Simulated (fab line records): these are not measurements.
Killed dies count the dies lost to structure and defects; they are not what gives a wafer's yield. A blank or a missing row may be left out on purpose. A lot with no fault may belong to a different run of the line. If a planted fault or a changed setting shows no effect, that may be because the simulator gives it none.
fab line records	flow sky130
[record] lots = 11	wafers = 33	last_day = 50
route steps=708 shown FIELD_ISO@15 POLY_GATE@236 SD_N@356 LI_CONTACT@378
lots that met no fault: taken from a fault-free run of the same line
start_h: hours from the record's first day to the start of the lot's first wafer shown	wait_h: hours elapsed since this lot's preceding step	" as in the row above	L1.1+2: a row that stands for several wafers	- no value, or no start was given	* or withheld: withheld	< > ~ a bound
route shown NAME@n: a module of which the file shows steps, and the number in the route of the first	usual: mean/standard deviation of fault-free wafers	same: alike in all rows	chamber/n: place in a boat	sites: each site's reading	_std_site: the standard deviation of these	_edge_site: outer sites' mean less inner sites'	radius_mm: for every site, how far away it sits from the centre of the wafer	mask NAME#n: copy n	behind: the most recent tool/chamber to have shaped the wafer	hold: the reason the lot was held/the length of the hold in hours/how it ended	device: whichever transistor did not switch (one of n, p or np)	end of line: the same wafers' tests at the end of the route	where a step has no rows: the recipe by itself	killed: at the first sort, the dies lost to defects and structure; wafer yield is something else	map: the dies of a wafer, with x for killed, . for not killed, _ for no die there
set.NAME: the setting as run; set.NAME@STEP: as run at that earlier step	model.NAME: the simulator's own value behind a step, which no gauge read
route steps across a sampled set of lots; one table per step, one row per wafer
services: a tool's chamber out of use, with start hour (start_h, from the record's first day; less than 0 if before it), hours out, and reason
[[steps]]
[step SKY_FIELD_ISO_ETCH_14]
[recipe] chemistry = N2/H2	target = BARC	ion_energy_ev = 200	source_w = 500	bias_w = 100	pressure_mtorr = 30	n2_flow_sccm = 100	h2_flow_sccm = 200	stop_on = SiO2	time_s = 45.9	target_depth_a = 600
[usual] drypump_motor_current_A = 5.7/0.46	oes_product_au = 0.855/0.0045	throttle_valve_pct = 13.225/0.0095
lot.wafer	tool	chamber	start_h	wait_h	drypump_motor_current_A	oes_product_au	rf_hours_counter_h	throttle_valve_pct
L293.3	rie_diel-04	1	34.11	0.1	5.8	0.866	66	13.221
L293.5	"	1	"	"	5.8	0.857	-	13.231
L293.6	"	0	"	"	4.7	0.852	-	13.234
L295.1	rie_diel-02	1	43.12	0.1	5.7	0.860	63	13.233
L295.3	"	3	"	"	5.4	0.861	131	13.221
L295.6	"	0	"	"	6.4	0.857	-	13.225
L296.1	rie_diel-04	1	49.32	0.1	5.8	0.862	66	13.219
L296.2	"	0	"	"	4.7	0.866	88	13.216
L296.6	"	2	"	"	5.3	0.854	-	13.216
L302.2	rie_diel-04	3	80.66	0.1	5.8	0.854	92	13.236
L302.5	"	2	"	"	5.2	0.850	-	13.233
L302.6	"	3	"	"	5.8	0.854	-	13.227
L304.1	rie_diel-02	2	92.47	0.1	6.4	0.852	3	13.224
L304.3	"	3	"	"	5.5	0.856	132	13.214
L304.4	"	1	"	"	5.7	0.856	64	13.224
L308.1	rie_diel-02	3	110.26	0.1	5.4	0.853	132	13.236
L308.3	"	2	"	"	6.4	0.855	3	13.214
L308.4	"	1	"	"	5.7	0.856	64	13.217
L309.2	rie_diel-01	1	121.52	0.1	5.6	0.856	2	13.217
L309.5	"	2	"	"	5.6	0.847	-	13.234
L309.6	"	1	"	"	5.6	0.852	-	13.203
L312.3	rie_diel-02	0	136.34	0.1	6.4	0.859	65	13.222
L312.4	"	1	"	"	5.7	0.853	64	13.235
L312.5	"	3	"	"	5.4	0.852	-	13.218
L313.1	rie_diel-01	3	136.57	0.1	5.3	0.859	98	13.219
L313.2	"	2	"	"	5.6	0.855	4	13.223
L313.5	"	2	"	"	5.6	0.855	-	13.198
L314.1	rie_diel-02	2	149.06	0.1	6.4	0.855	3	13.245
L314.3	"	3	"	"	5.4	0.854	132	13.213
L314.4	"	1	"	"	5.7	0.853	64	13.235
L315.1	rie_diel-01	3	149.47	0.1	5.3	0.851	98	13.221
L315.3	"	2	"	"	5.6	0.852	4	13.233
L315.4	"	1	"	"	5.6	0.850	-	13.234
[step SKY_FIELD_ISO_STRIP_16]
[recipe] chemistry = O2/N2	power_w = 1400	pressure_mtorr = 1500	platen_temp_c = withheld	o2_flow_sccm = 3000	n2_flow_sccm = 300	overash_fraction = 0.5
[usual] drypump_motor_current_A = 5.4/0.43	oes_product_au = 0.377/0.0047	strip_time_to_endpoint_s = 3.528/0.03
[same] overash_fraction = 0.5
lot.wafer	tool	chamber	start_h	wait_h	drypump_motor_current_A	oes_product_au	rf_hours_counter_h	strip_time_to_endpoint_s
L293.3	plasma_asher-04	1	34.24	0.1	5.0	0.371	-	3.513
L293.5	"	1	"	"	5.0	0.380	-	3.532
L293.6	"	0	"	"	6.2	0.376	-	3.490
L295.1	plasma_asher-03	1	43.22	0.0	5.3	0.381	23	3.517
L295.3	"	0	"	"	5.0	0.381	-	3.588
L295.6	"	1	"	"	5.4	0.376	-	3.521
L296.1	plasma_asher-03	1	49.42	0.0	5.4	0.382	23	3.540
L296.2	"	0	"	"	5.0	0.381	23	3.540
L296.6	"	1	"	"	5.4	0.382	-	3.571
L302.2	plasma_asher-03	0	80.76	0.0	5.0	0.385	26	3.636
L302.5	"	0	"	"	5.0	0.384	-	3.613
L302.6	"	1	"	"	5.4	0.383	-	3.615
L304.1	plasma_asher-04	1	92.57	0.0	4.9	0.388	42	3.522
L304.3	"	1	"	"	5.0	0.386	-	3.559
L304.4	"	0	"	"	6.3	0.384	-	3.523
L308.1	plasma_asher-04	0	110.36	0.0	6.3	0.379	43	3.544
L308.3	"	1	"	"	5.0	0.379	-	3.497
L308.4	"	0	"	"	6.2	0.378	-	3.484
L309.2	plasma_asher-04	0	121.62	0.0	6.2	0.381	45	3.540
L309.5	"	0	"	"	6.2	0.374	-	3.532
L309.6	"	1	"	"	5.0	0.377	-	3.502
L312.3	plasma_asher-03	0	136.47	0.1	5.0	0.371	-	3.478
L312.4	"	1	"	"	5.4	0.376	-	3.507
L312.5	"	1	"	"	5.4	0.383	-	3.577
L313.1	plasma_asher-04	1	136.67	0.0	5.0	0.377	46	3.547
L313.2	"	0	"	"	6.2	0.376	46	3.540
L313.5	"	1	"	"	5.0	0.378	-	3.538
L314.1	plasma_asher-02	1	149.16	0.0	5.4	0.382	48	3.553
L314.3	"	1	"	"	5.4	0.387	-	3.574
L314.4	"	0	"	"	5.7	0.375	-	3.525
L315.1	plasma_asher-04	1	149.57	0.0	5.0	0.377	47	3.529
L315.3	"	1	"	"	5.0	0.375	-	3.518
L315.4	"	0	"	"	6.3	0.363	-	3.505
[step SKY_POLY_GATE_CD_MEAS_22]
[usual] cd_nm = 150.8/2.2
lot.wafer	tool	chamber	start_h	wait_h	cd_nm
L293.3	cd_sem-02	-	379.64	0.1	147.7
L293.5	"	-	"	"	152.1
L293.6	"	-	"	"	153.1
L295.1	cd_sem-02	-	394.68	0.1	150.8
L295.3	"	-	"	"	152.6
L295.6	"	-	"	"	151.7
L296.1	cd_sem-02	-	401.02	0.1	149.5
L296.2	"	-	"	"	154.3
L296.6	"	-	"	"	151.4
L302.2	cd_sem-02	-	483.25	0.1	154.8
L302.5	"	-	"	"	151.7
L302.6	"	-	"	"	152.1
L304.1	cd_sem-02	-	486.59	0.1	153.1
L304.3	"	-	"	"	150.2
L304.4	"	-	"	"	154.9
L308.1	cd_sem-01	-	524.04	0.1	150.1
L308.3	"	-	"	"	150.7
L308.4	"	-	"	"	149.4
L309.2	cd_sem-01	-	534.81	0.1	152.2
L309.5	"	-	"	"	150.9
L309.6	"	-	"	"	146.9
L313.1	cd_sem-01	-	553.36	0.1	150.3
L313.2	"	-	"	"	153.7
L313.5	"	-	"	"	150.9
L312.3	cd_sem-02	-	554.92	0.1	151.6
L312.4	"	-	"	"	153.5
L312.5	"	-	"	"	153.5
L314.1	cd_sem-01	-	563.31	0.1	149.2
L314.3	"	-	"	"	149.0
L314.4	"	-	"	"	149.7
L315.1	cd_sem-01	-	568.61	0.1	153.5
L315.3	"	-	"	"	155.1
L315.4	"	-	"	"	152.9
[step SKY_SD_N_RTA_14]
[recipe] temp_c = 1075	time_s = 2	idle_temp_c = 650	ramp_up_c_per_s = 150	ramp_down_c_per_s = 90	ambient = N2
[usual] chamber_o2_ppm = 2.002/0.023	lamp_power_pct = 15.73/0.054	wafer_temp_C_max = 1078.0/1.3
lot.wafer	tool	chamber	start_h	wait_h	chamber_o2_ppm	lamp_power_pct	wafer_temp_C_max
L293.3	rtp_anneal-02	0	656.58	0.0	1.970	15.86	1076.4
L293.5	"	0	"	"	1.975	15.76	1074.6
L293.6	"	0	"	"	1.998	15.74	1079.6
L295.1	rtp_anneal-02	0	667.94	0.0	2.036	15.75	1076.0
L295.3	"	0	"	"	2.035	15.76	1076.2
L295.6	"	0	"	"	2.033	15.73	1076.2
L296.1	rtp_anneal-01	0	672.70	0.0	2.028	15.78	1079.9
L296.2	"	0	"	"	2.021	15.70	1077.1
L296.6	"	0	"	"	1.983	15.70	1077.7
L302.2	rtp_anneal-02	0	746.89	0.0	1.990	15.76	1077.6
L302.5	"	0	"	"	1.998	15.77	1078.2
L302.6	"	0	"	"	1.968	15.79	1076.6
L304.1	rtp_anneal-01	0	750.63	0.0	1.998	15.74	1077.2
L304.3	"	0	"	"	1.984	15.72	1077.8
L304.4	"	0	"	"	1.944	15.81	1080.0
L308.1	rtp_anneal-02	0	785.44	0.0	1.975	15.80	1080.2
L308.3	"	0	"	"	1.974	15.65	1077.5
L308.4	"	0	"	"	1.945	15.68	1078.6
L309.2	rtp_anneal-02	0	794.28	0.0	2.006	15.69	1077.8
L309.5	"	0	"	"	2.005	15.73	1080.3
L309.6	"	0	"	"	2.034	15.69	1077.9
L313.1	rtp_anneal-01	0	810.25	0.0	2.020	15.70	1078.1
L313.2	"	0	"	"	2.020	15.81	1078.7
L313.5	"	0	"	"	2.026	15.76	1077.3
L312.3	rtp_anneal-02	0	810.88	0.0	1.978	15.72	1076.0
L312.4	"	0	"	"	2.003	15.76	1079.1
L312.5	"	0	"	"	1.962	15.77	1079.0
L314.1	rtp_anneal-01	0	819.71	0.0	1.993	15.68	1077.0
L314.3	"	0	"	"	1.979	15.81	1080.1
L314.4	"	0	"	"	1.994	15.74	1077.3
L315.1	rtp_anneal-02	0	822.01	0.0	1.994	15.77	1079.8
L315.3	"	0	"	"	2.002	15.73	1075.9
L315.4	"	0	"	"	2.042	15.71	1078.7
[step SKY_LI_CONTACT_STRIP_16]
[recipe] chemistry = O2/N2	power_w = 1400	pressure_mtorr = 1500	platen_temp_c = withheld	o2_flow_sccm = 3000	n2_flow_sccm = 300	overash_fraction = 0.5
[usual] drypump_motor_current_A = 5.4/0.39	oes_product_au = 0.376/0.0049	strip_time_to_endpoint_s = 3.51/0.036
[same] overash_fraction = 0.5
lot.wafer	tool	chamber	start_h	wait_h	drypump_motor_current_A	oes_product_au	rf_hours_counter_h	strip_time_to_endpoint_s
L293.3	plasma_asher-03	1	685.28	-	5.4	0.373	-	3.52
L293.5	"	1	"	"	5.4	0.378	-	3.52
L293.6	"	0	"	"	5.0	0.382	-	3.52
L295.1	plasma_asher-03	1	696.70	-	5.4	0.376	85	3.56
L295.3	"	1	"	"	5.4	0.377	-	3.54
L295.6	"	0	"	"	5.0	0.378	-	3.57
L296.1	plasma_asher-03	0	700.73	-	5.0	0.382	85	3.55
L296.2	"	1	"	"	5.4	0.374	85	3.50
L296.6	"	0	"	"	5.0	0.382	-	3.48
L302.2	plasma_asher-03	0	774.48	-	5.0	0.367	94	3.48
L302.5	"	0	"	"	5.0	0.381	-	3.46
L302.6	"	1	"	"	5.4	0.369	-	3.45
L304.1	plasma_asher-01	0	779.20	-	5.4	0.379	55	3.49
L304.3	"	0	"	"	5.4	0.383	-	3.54
L304.4	"	1	"	"	5.7	0.371	-	3.45
L308.1	plasma_asher-04	1	813.19	-	5.0	0.370	6	3.45
L308.3	"	1	"	"	5.0	0.378	-	3.49
L308.4	"	0	"	"	6.2	0.388	-	3.54
L309.2	plasma_asher-04	0	822.55	-	6.2	0.373	7	3.45
L309.5	"	0	"	"	6.3	0.376	-	3.47
L309.6	"	1	"	"	5.0	0.379	-	3.48
L313.1	plasma_asher-01	0	837.33	-	5.4	0.376	61	3.51
L313.2	"	1	"	"	5.7	0.376	61	3.47
L313.5	"	1	"	"	5.7	0.363	-	3.51
L312.3	plasma_asher-04	0	837.71	-	6.2	0.377	-	3.51
L312.4	"	1	"	"	5.0	0.379	-	3.53
L312.5	"	0	"	"	6.2	0.378	-	3.48
L314.1	plasma_asher-03	0	846.20	-	5.0	0.375	101	3.54
L314.3	"	0	"	"	5.0	0.380	-	3.53
L314.4	"	1	"	"	5.3	0.388	-	3.50
L315.1	plasma_asher-03	0	850.94	-	5.0	0.379	102	3.50
L315.3	"	1	"	"	5.4	0.365	-	3.45
L315.4	"	0	"	"	5.0	0.380	-	3.52
[[services]]
tool	chamber	start_h	hours	kind
rie_diel-04	-	12.65	0.6	repair
rie_diel-01	1	64.72	22.2	repair
rie_diel-01	-	66.84	2.8	pm
rie_diel-04	2	70.52	1.9	repair
plasma_asher-04	-	80.81	2.8	pm
rie_diel-04	0	82.73	4.1	repair
plasma_asher-04	-	88.59	0.4	repair
rie_diel-02	1	122.43	3.4	repair
rtp_anneal-02	-	382.30	3.3	pm
rtp_anneal-01	-	429.99	4.8	pm
plasma_asher-03	-	487.27	28.1	pm
rie_diel-02	1	513.29	3.5	repair
rie_diel-02	0	543.29	9.2	repair
rie_diel-02	0	570.18	9.9	repair
rie_diel-02	0	635.17	33.6	repair
plasma_asher-03	-	649.88	0.6	repair
plasma_asher-03	-	660.56	17.7	repair
plasma_asher-04	-	717.74	28.1	pm
plasma_asher-04	-	745.84	9.0	pm
plasma_asher-03	-	752.90	1.7	repair
rie_diel-02	-	763.57	0.2	repair
rie_diel-02	0	770.05	5.1	repair
rie_diel-02	-	816.31	14.6	pm
rie_diel-02	-	841.68	0.3	repair
[[key]]
[first_sign] step = SKY_FIELD_ISO_STRIP_16	reading = strip_time_to_endpoint_s	direction = up	sigmas = 3.1	usual = *	struck = *
effect none on later readings
met_at SKY_FIELD_ISO_ETCH_14
struck_lots L302
tester_left_out L302
not_acting_at SKY_POLY_GATE_CD_MEAS_22,SKY_SD_N_RTA_14,SKY_LI_CONTACT_STRIP_16
onset_between 49.32 80.66
[fault] kind = process_parameter_drift	tool = rie_diel-04	chamber = -	onset_h = 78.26	steps = SKY_FIELD_ISO_ETCH_14	channel = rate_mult	offset = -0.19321	shape = step	end_h = 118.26
// tester_left_out: of these lots the tester's yield and bins aren't shown, on N5 and GAA mostly nor the transistor test; their killed dies are dies lost to structure and defects alone, not to doping, threshold or leakage, so they don't give the yield
